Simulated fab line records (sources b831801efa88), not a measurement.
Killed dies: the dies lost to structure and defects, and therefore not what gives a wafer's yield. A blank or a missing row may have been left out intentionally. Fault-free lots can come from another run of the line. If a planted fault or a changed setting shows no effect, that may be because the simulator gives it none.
Problem report, 8D (eight disciplines) form, completed by code -- flow sky130 -- the parts of the form that need people (team, actions taken, sign-off) are left out

1. PROBLEM STATEMENT
Mean of bias_w at SKY_POLY_GATE_ETCH_15: 89.48 W across 2 wafers in 2 lots; on wafers with no fault it is 99.95 W (standard deviation 0.28). Measured from the usual mean, that is -37 standard deviations.
The step: etches BARC in N2/H2, stops on SiO2, time 118.5 s, target depth 110 nm.
First observed at day 23 06:23: wafer L725.2, on rie_diel-04. The record holds 18 wafers of 6 lots with a number at this step. Rule for "out" (also "out of limits"): further than 4 standard deviations from the usual mean. Any other wafer with a number is counted as sound.

2. WHAT IT IS AND WHAT IT IS NOT
question,is,is not
which readings at this step,bias_w,"drypump_motor_current_A, oes_product_au, rf_fwd_power_W, throttle_valve_pct"
which lots,"L725, L727","L714, L715, L718, L730"
which wafers of those lots,"L725.2, L727.1","L725.1, L725.3, L727.5, L727.6"
read on which tools,rie_diel-04,"rie_diel-02, rie_diel-03"
when,from day 23 06:23,"up to then (11 sound wafers); but 5 sound wafers of L727, L730 came after"

3. WHAT RULES OUT EACH SUSPECT
Counting: if a tool at a process step up to the reading ran every lot that is out, it stays a suspect. Sound lots after the first of them don't rule it out here, since some wafers of a struck lot are sound.
- rie_diel-04 at SKY_POLY_GATE_ETCH_15 (etches BARC in N2/H2, stops on SiO2, time 118.5 s, target depth 110 nm): kept. Ran every lot that is out, first one L725 (day 23 06:23); last sound lot up to then L715 (day 18 18:48). Out on those wafers are its own readings of bias_w.
- rie_diel-04, SKY_POLY_GATE_ETCH_15: wafers that are out in chamber 2, sound lot-mates in chambers 0, 1, 3.
Left after counting: rie_diel-04 at SKY_POLY_GATE_ETCH_15.

4. THE CAUSE (what the simulator had put in)
rie_diel-04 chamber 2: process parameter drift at SKY_POLY_GATE_ETCH_15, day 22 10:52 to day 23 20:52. Setting bias_w shifted by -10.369 from 100. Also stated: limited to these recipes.
The count eliminated every tool but this one.

5. THE EFFECT CHAIN, in route order
Rows list readings where the struck wafers' mean (over those with a number) sits beyond 3 standard deviations from the usual. Scope: only readings with a usual standard deviation given in the record; hours: median across lots of the time from each lot's start at the first step in this table that gives one to its start at this step; sigmas: change in usual standard deviations.
hours,step,reading,usual,on struck wafers,change,sigmas
0,SKY_POLY_GATE_ETCH_15,bias_w,99.95 W,89.48,-10.47,-37
It contains these process steps:
- SKY_POLY_GATE_ETCH_15: etches BARC in N2/H2, stops on SiO2, time 118.5 s, target depth 110 nm.

6. WHAT WOULD HAVE CAUGHT IT SOONER
In this record the first reading out of limits was taken at day 23 06:23, 20 hours after the fault began at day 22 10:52.
